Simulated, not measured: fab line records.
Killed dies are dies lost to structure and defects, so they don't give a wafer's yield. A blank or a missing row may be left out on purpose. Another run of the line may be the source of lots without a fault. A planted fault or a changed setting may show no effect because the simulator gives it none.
The same fault as seen by 2 desks | flow sky130 | only its own numbers are on each desk; what lay behind them is given at the end

METROLOGY DESK
What the gauges read for every lot (on any tool): the sampled wafers with a number, averaged. Any lot whose mean is over 4 standard deviations away from the usual mean is out of limits and marked OUT; that distance is given in the brackets.
Columns: A = cdNm at SKY_FIELD_ISO_CD_MEAS_13, usual 150.0 nm
lot  | first seen here | A
L720 | day 2 09:13     | 148.4
L722 | day 2 15:14     | 149.1
L723 | day 2 19:14     | 148.7
L725 | day 3 05:42     | 149.5
L726 | day 3 12:04     | 151.4
L727 | day 3 19:16     | 149.6
L728 | day 3 22:08     | 150.1
L729 | day 4 02:46     | 150.2
L730 | day 4 04:54     | 151.7
L736 | day 5 16:17     | 148.5
L738 | day 6 02:56     | 152.6
L742 | day 6 23:15     | 147.6
Result from this desk: across the 12 lots, nothing is out of limits.

DESK OF THE TOOL OWNER: ilineStepper-01
The tool's own readings at SKY_RES_PROTECT_EXPOSE_04 (exposes mask RPM, target cd 1270 nm): means of the sampled wafers that have a number, for each lot that ran on this tool. Any lot whose mean is over 4 standard deviations away from the usual mean is out of limits and marked OUT; that distance is given in the brackets.
Columns: A = exposureDoseMJCm2 at SKY_RES_PROTECT_EXPOSE_04, usual 130.99; B = focusOffsetNm at SKY_RES_PROTECT_EXPOSE_04, usual 0.1 nm
lot  | first seen here | A                | B
L722 | day 15 03:05    | 131.00           | 0.3
L723 | day 15 16:58    | 131.00           | 0.2
L725 | day 16 01:02    | 131.19           | 0.1
L726 | day 16 16:16    | 129.06 (-15) OUT | 0.1
L727 | day 17 03:07    | 129.09 (-15) OUT | 0.8
L728 | day 18 09:25    | 128.96 (-16) OUT | -0.3
L730 | day 18 10:47    | 128.90 (-16) OUT | 0.1
This desk's verdict: out of limits on L726, L727, L728, L730, starting with L726 at day 16 16:16 (exposureDoseMJCm2 at SKY_RES_PROTECT_EXPOSE_04). In limits: L722, L723, L725.

PUT TOGETHER
The tool owner's desk had the chance to raise an alarm at day 16 16:16 on L726, L727, L728, L730.
From the metrology desk's view, nothing was out of limits.
The metrology desk holds a record of L726, L727, L728, L730, inside its limits.
The lots listed all ran SKY_RES_PROTECT_EXPOSE_04 on ilineStepper-01.

WHAT HAD BEEN PUT IN BY THE SIMULATOR
Drift in process parameters on ilineStepper-01 at SKY_RES_PROTECT_EXPOSE_04, starting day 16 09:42. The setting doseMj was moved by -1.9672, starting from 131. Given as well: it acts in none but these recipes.
Shown lots that were struck: L726, L727, L728, L730.
Time in hours from fault onset to the first out-of-limits reading at each desk: the tool owner's desk, 7.
